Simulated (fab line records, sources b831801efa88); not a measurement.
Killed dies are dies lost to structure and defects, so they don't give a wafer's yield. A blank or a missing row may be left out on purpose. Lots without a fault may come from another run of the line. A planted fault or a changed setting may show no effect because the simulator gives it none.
Which tool did it? | flow gf180mcu | 15 lots, 45 wafers sampled, at 5 steps of a route of 602

WHAT THE GAUGES READ, wafer by wafer
GF_TOP_METAL_RS_MEAS_05: measures by four-point-probe.
lot  | measured     | on            | TOP_METAL_ALCU_RS (ohm/sq)
L612 | day 27 02:54 | film_metro-01 | 0.0325 0.0327 0.0326
L613 | day 27 09:22 | film_metro-02 | 0.0331 0.0328 0.0333
L614 | day 27 21:22 | film_metro-02 | 0.0326 0.0333 0.0327
L615 | day 28 04:02 | film_metro-01 | 0.0327 0.0328 0.0326
L616 | day 28 15:14 | film_metro-02 | 0.0325 0.0328 0.0328
L617 | day 28 22:41 | film_metro-02 | 0.0329 0.0331 0.0333
L619 | day 29 16:49 | film_metro-01 | 0.0325 0.0327 0.0328
L621 | day 30 06:05 | film_metro-01 | 0.0330 0.0329 0.0330
L622 | day 30 14:02 | film_metro-01 | 0.0330 0.0332 0.0332
L623 | day 30 16:16 | film_metro-03 | 0.0329 0.0328 0.0328
L624 | day 30 19:48 | film_metro-03 | 0.0329 0.0331 0.0331
L630 | day 32 12:01 | film_metro-03 | 9.7895 9.7494 9.7407
L631 | day 32 19:35 | film_metro-02 | 9.7738 9.7707 9.8511
L632 | day 33 00:26 | film_metro-02 | 9.7081 9.6177 9.6895
L635 | day 33 14:45 | film_metro-02 | 0.0322 0.0324 0.0324

GF_TOP_METAL_THK_MEAS_06: measures by xrf.
lot  | measured     | on            | TOP_METAL_ALCU_THK (nm)
L612 | day 27 03:01 | film_metro-01 | 891 884 886
L613 | day 27 09:29 | film_metro-02 | 888 896 883
L614 | day 27 21:29 | film_metro-02 | 904 879 898
L615 | day 28 04:10 | film_metro-01 | 895 889 890
L616 | day 28 15:21 | film_metro-02 | 907 899 898
L617 | day 28 22:47 | film_metro-02 | 901 887 881
L619 | day 29 16:55 | film_metro-01 | 902 899 889
L621 | day 30 06:11 | film_metro-01 | 893 889 884
L622 | day 30 14:09 | film_metro-01 | 885 887 882
L623 | day 30 16:23 | film_metro-03 | 878 878 879
L624 | day 30 19:55 | film_metro-03 | 880 876 872
L630 | day 32 12:08 | film_metro-03 | <0 <0 <0
L631 | day 32 19:41 | film_metro-02 | <0 <0 <0
L632 | day 33 00:32 | film_metro-02 | <0 <0 <0
L635 | day 33 14:52 | film_metro-02 | 917 917 915

WHICH TOOL RAN EACH LOT (tool, then ch and the chambers of the sampled wafers, then the start)
lot  | GF_MIM_CVD_05                   | GF_V5_CMP_26                  | GF_TOP_METAL_SPUTTER_02
L612 | pecvd-02 ch 0,1,2, day 24 07:23 | cmp-02 ch 0,2,3, day 27 02:23 | pvd_sputter-01, day 27 02:49
L613 | pecvd-04 ch 0,1, day 24 15:15   | cmp-01 ch 0,1, day 27 08:54   | pvd_sputter-02, day 27 09:17
L614 | pecvd-02 ch 0,2, day 25 04:05   | cmp-01 ch 0,1, day 27 20:50   | pvd_sputter-03, day 27 21:16
L615 | pecvd-04 ch 0,2, day 25 10:01   | cmp-02 ch 0,1,3, day 28 03:34 | pvd_sputter-01, day 28 03:57
L616 | pecvd-01 ch 0,1, day 26 00:35   | cmp-01 ch 1,2,3, day 28 14:49 | pvd_sputter-03, day 28 15:08
L617 | pecvd-04 ch 0,1, day 26 05:56   | cmp-02 ch 0,2,3, day 28 22:08 | pvd_sputter-02, day 28 22:34
L619 | pecvd-04 ch 1,2, day 27 02:14   | cmp-02 ch 0,2,3, day 29 16:21 | pvd_sputter-03, day 29 16:41
L621 | pecvd-02 ch 1,2, day 27 18:31   | cmp-02 ch 1,2, day 30 05:32   | pvd_sputter-01, day 30 05:58
L622 | pecvd-01 ch 0,1, day 28 02:34   | cmp-02 ch 0,2,3, day 30 13:39 | pvd_sputter-03, day 30 13:56
L623 | pecvd-02 ch 0,1,2, day 28 03:31 | cmp-02 ch 0,3, day 30 15:45   | pvd_sputter-02, day 30 16:11
L624 | pecvd-01 ch 0,1, day 28 08:16   | cmp-01 ch 0,2,3, day 30 19:17 | pvd_sputter-02, day 30 19:43
L630 | pecvd-04 ch 0,2, day 30 04:13   | cmp-01 ch 0,1, day 32 11:33   | pvd_sputter-03, day 32 11:56
L631 | pecvd-02 ch 1,2, day 30 11:40   | cmp-02 ch 0,2,3, day 32 19:05 | pvd_sputter-02, day 32 19:28
L632 | pecvd-01 ch 0,1, day 30 17:56   | cmp-02 ch 0,1, day 32 23:52   | pvd_sputter-02, day 33 00:19
L635 | pecvd-01 ch 0,2, day 31 08:38   | cmp-01 ch 0,3, day 33 14:14   | pvd_sputter-02, day 33 14:40
- GF_MIM_CVD_05: deposits Si3N4, target thk 42 nm, time 29.086 s.
- GF_V5_CMP_26: polishes, stops on SiO2, t overpolish 15 s, target thk 0 nm.
- GF_TOP_METAL_SPUTTER_02: material AlCu, target thk 900 nm, time 47.82 s.

WHAT THE TOOLS THEMSELVES READ (means of the sampled wafers that have a number; where no wafer has one, the mark that the record gives instead)
GF_MIM_CVD_05.
lot  | tool     | heater_power_outer_w (W) | heater_power_w (W)
L612 | pecvd-02 | 398                      | 658
L613 | pecvd-04 | 366                      | 618
L614 | pecvd-02 | 323                      | 568
L615 | pecvd-04 | 352                      | 597
L616 | pecvd-01 | 343                      | 608
L617 | pecvd-04 | 377                      | 621
L619 | pecvd-04 | 363                      | 636
L621 | pecvd-02 | 355                      | 608
L622 | pecvd-01 | 319                      | 575
L623 | pecvd-02 | 371                      | 651
L624 | pecvd-01 | 365                      | 630
L630 | pecvd-04 | 342                      | 566
L631 | pecvd-02 | 377                      | 631
L632 | pecvd-01 | 313                      | 563
L635 | pecvd-01 | 377                      | 658

GF_V5_CMP_26.
lot  | tool   | motor_current_A (A) | overpolish_run_s (s) | slurry_filter_dp_kPa (kPa) | time_to_endpoint_s (s)
L612 | cmp-02 | 10.0                | 15.006               | 13.46                      | 91.7
L613 | cmp-01 | 10.2                | 15.002               | 13.58                      | 84.9
L614 | cmp-01 | 10.5                | 15.000               | 13.54                      | 82.2
L615 | cmp-02 | 10.0                | 15.000               | 13.46                      | 86.4
L616 | cmp-01 | 10.5                | 15.009               | 13.48                      | 83.0
L617 | cmp-02 | 9.9                 | 14.993               | 13.51                      | 85.5
L619 | cmp-02 | 9.8                 | 15.000               | 13.57                      | 86.0
L621 | cmp-02 | 10.6                | 14.997               | 13.47                      | 87.1
L622 | cmp-02 | 10.0                | 14.998               | 13.52                      | 82.3
L623 | cmp-02 | 9.3                 | 15.000               | 13.38                      | 86.1
L624 | cmp-01 | 11.0                | 15.003               | 13.46                      | 81.9
L630 | cmp-01 | 10.0                | 14.992               | 13.40                      | 84.6
L631 | cmp-02 | 9.5                 | 15.004               | 13.40                      | 85.7
L632 | cmp-02 | 11.2                | 14.997               | 13.49                      | 82.1
L635 | cmp-01 | 10.7                | 14.995               | 13.65                      | 84.6

GF_TOP_METAL_SPUTTER_02.
lot  | tool           | cathode_dc_power_W (W) | chamber_pressure_pa (Pa) | throttle_valve_pct (%)
L612 | pvd_sputter-01 | 10601                  | 0.2997                   | 30.2
L613 | pvd_sputter-02 | 10597                  | 0.2998                   | 30.4
L614 | pvd_sputter-03 | 10599                  | 0.3003                   | 31.0
L615 | pvd_sputter-01 | 10601                  | 0.3003                   | 29.8
L616 | pvd_sputter-03 | 10600                  | 0.2996                   | 31.0
L617 | pvd_sputter-02 | 10601                  | 0.3009                   | 29.4
L619 | pvd_sputter-03 | 10601                  | 0.2999                   | 31.4
L621 | pvd_sputter-01 | 10600                  | 0.2992                   | 30.2
L622 | pvd_sputter-03 | 10599                  | 0.3000                   | 30.8
L623 | pvd_sputter-02 | 10600                  | 0.2999                   | 29.3
L624 | pvd_sputter-02 | 10601                  | 0.2999                   | 30.0
L630 | pvd_sputter-03 | -                      | -                        | -
L631 | pvd_sputter-02 | -                      | -                        | -
L632 | pvd_sputter-02 | -                      | -                        | -
L635 | pvd_sputter-02 | 10599                  | 0.3005                   | 29.1

THE ANSWER, worked out from the rows above alone
Rule: what is usual is taken from the lots themselves. Put in order of their means at a reading, lots are off if they are a third of the lots or fewer, leave a main group of 4 or more, and stand apart from it by a gap of 3 or more times the standard deviation of the main group's means; of several such gaps the widest counts. A main group whose means are all the same, to the digits that the tables above print for the reading, isn't used. A lot without any number at a reading at which 4 lots or more have one is off too. The other lots that the step has rows for count as sound. The gauges are gone through in route order, then the tools' own readings, and for those a lot's mean is taken as printed above. The first step at which some lot is off is used, and at that step the reading that is off furthest; a lot without a number counts as furthest.
Off: L630, L631, L632, at GF_TOP_METAL_RS_MEAS_05 (TOP_METAL_ALCU_RS). The main group: mean 0.0328 ohm/sq, standard deviation 0.00023.
A tool fits if, at a process step before that reading, it ran every lot that is off, and no sound lot after the first of them. The gauges at GF_TOP_METAL_RS_MEAS_05 aren't tried: what is off there is off at GF_TOP_METAL_SPUTTER_02 too, on other tools, and a gauge's error can't cause that. None of those tried fits.

WHAT THE SIMULATOR HAD PUT IN
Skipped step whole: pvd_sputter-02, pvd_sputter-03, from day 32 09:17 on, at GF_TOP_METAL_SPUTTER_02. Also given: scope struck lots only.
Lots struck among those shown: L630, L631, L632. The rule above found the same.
